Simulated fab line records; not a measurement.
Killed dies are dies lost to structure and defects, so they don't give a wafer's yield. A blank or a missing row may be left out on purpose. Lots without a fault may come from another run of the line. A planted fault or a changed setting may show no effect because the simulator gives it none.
Chamber matching | flow sfq line | 4 sister chambers for SFQ_TRILAYER_I4_CMP_CMP_100 on cmp-01
The step polishes SiO2. 8 wafers are shown with their chamber, then 10 later ones without.

== WAFERS WITH THEIR CHAMBER ==
wafer  | chamber | motor current A (A) | time to endpoint s (s)
L686.1 | 1       | 8.5                 | 221
L687.5 | 0       | 9.3                 | 221
L689.6 | 3       | 10.4                | 226
L692.1 | 1       | 8.9                 | 227
L692.5 | 2       | 9.8                 | 212
L692.6 | 3       | 10.7                | 230
L698.1 | 2       | 9.5                 | 209
L698.5 | 0       | 9.6                 | 216

== WAFERS WHOSE CHAMBER IS MISSING ==
wafer  | motor current A (A) | time to endpoint s (s)
L698.6 | 11.1                | 226
L699.4 | 8.6                 | 215
L699.1 | 9.6                 | 205
L699.6 | 10.1                | 199
L700.1 | 10.2                | 220
L700.3 | 9.8                 | 209
L700.5 | 9.4                 | 219
L703.1 | 8.8                 | 204
L703.3 | 9.5                 | 202
L703.5 | 9.2                 | 197

== CHAMBER TAKEN BY EACH ==
wafer  | from the rows above          | in truth
L698.6 | 3                            | 3
L699.4 | can't be placed: 1 or 0 or 2 | 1
L699.1 | 2                            | 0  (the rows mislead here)
L699.6 | 2                            | 2
L700.1 | can't be placed: 3 or 0 or 2 | 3
L700.3 | 2                            | 2
L700.5 | 0                            | 0
L703.1 | can't be placed: 2 or 0 or 1 | 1
L703.3 | 2                            | 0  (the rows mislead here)
L703.5 | 2                            | 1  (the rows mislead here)
Placed correctly: 4 of 10. Unplaceable from these rows: 3, with the true chamber sitting among the candidates in 3. Wrongly placed: 3.
How it was worked out, from the rows above alone: a wafer's distance from a chamber is the root of the sum, over the readings, of the square of ((its reading less the chamber's mean) divided by the reading's scatter). If the next closest chamber is less than 2 further off than the closest, the wafer can't be placed; otherwise it belongs to the closest. The mean given for a chamber averages the wafers shown for that chamber. The scatter: take each reading less its chamber's mean, square it, sum over the shown wafers, divide by the number of wafers less the number of chambers, and take the root.
